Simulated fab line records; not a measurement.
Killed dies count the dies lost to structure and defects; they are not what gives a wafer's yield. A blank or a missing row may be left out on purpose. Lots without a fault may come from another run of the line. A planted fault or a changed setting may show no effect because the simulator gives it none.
Problem report in the 8D (eight disciplines) form, filled by code ; flow gf180mcu ; the parts of the form that need people (team, actions taken, sign-off) are left out

1. THE ISSUE
dose-ions-cm2 at GF_HV_LDD_IMPLANT_35 reads a mean of 6.346e+12 on 6 wafers of 2 lots; wafers without a fault read 7.501e+12 with a standard deviation of 8e+09. So: -99 or more standard deviations from the usual mean.
The first sign was on wafer L494.4 at day 15 17:50, on implanter-04. At this step, 36 wafers from 12 lots have a number in the record. Rule for "out" (also "out of limits"): further than 4 standard deviations from the usual mean. The other wafers with a number count as sound.

2. WHAT THIS IS AND IS NOT
question;is;is not
which readings at this step;dose-ions-cm2, faraday-current-uA;-
which lots;L494, L495;L483, L484, L485, L486, L487, L496, L499, L501, L503, L506
which wafers of those lots;all that have a number;-
read on which tools;implanter-04;implanter-01, implanter-03
when;from day 15 17:50;"up to then (15 sound wafers); but 15 sound wafers of L496, L499, L501, L503, L506 came after"

3. WHAT RULES OUT EACH SUSPECT
Counting: a tool stays on the suspect list if, at a process step up to the reading, it processed all lots that are out and no sound lot following the first of them.
- plasma-asher-02 at GF_DUAL_GATE_STRIP_13 (strips in O2/N2): ruled out as a lasting fault. Sound lots L496, L501, L503 ran on it after its first lot that is out, L494 (day 11 18:50).
- plasma-asher-01 at GF_HV_LDD_STRIP_22 (strips in O2/N2): ruled out as a lasting fault. Sound lots L496, L501, L503 ran on it after its first lot that is out, L494 (day 14 19:19).
- implanter-04 at GF_HV_LDD_IMPLANT_35: ruled out as a lasting fault. Sound lots L506 ran on it after its first lot that is out, L494 (day 15 17:50).
Left after counting: nothing in the record.

4. THE CAUSE (what the simulator had put in)
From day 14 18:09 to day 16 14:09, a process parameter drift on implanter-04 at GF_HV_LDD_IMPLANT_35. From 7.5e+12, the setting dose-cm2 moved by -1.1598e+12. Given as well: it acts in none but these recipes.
Counting ruled it out, wrongly.

5. SEQUENCE OF EFFECTS, ordered by route
Each row: a reading whose mean over the struck wafers that have a number lies more than 3 standard deviations from the usual. Only readings whose record carries a usual standard deviation are examined. hours: median over the lots of the time between each lot's start at the first step of this table that gives one and its start at this step. sigmas: the change, counted in usual standard deviations.
hours;step;reading;usual;on struck wafers;change;sigmas
0;GF_HV_LDD_IMPLANT_35;dose-ions-cm2;7.501e+12;6.346e+12;-1.155e+12;-99 or more
0;GF_HV_LDD_IMPLANT_35;faraday-current-uA;42.4;35.5;-6.9;-8.0
24;GF_HV_LDD_RS_MEAS_53;HV_LDD_RS;418.4 ohm/sq;421.9;+3.5;+3.1
Here are the process steps it includes:
- GF_HV_LDD_IMPLANT_35

6. HOW IT WOULD HAVE BEEN CAUGHT EARLIER
24 hours passed between the start of the fault at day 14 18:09 and the first reading out of limits in this record, taken at day 15 17:50.
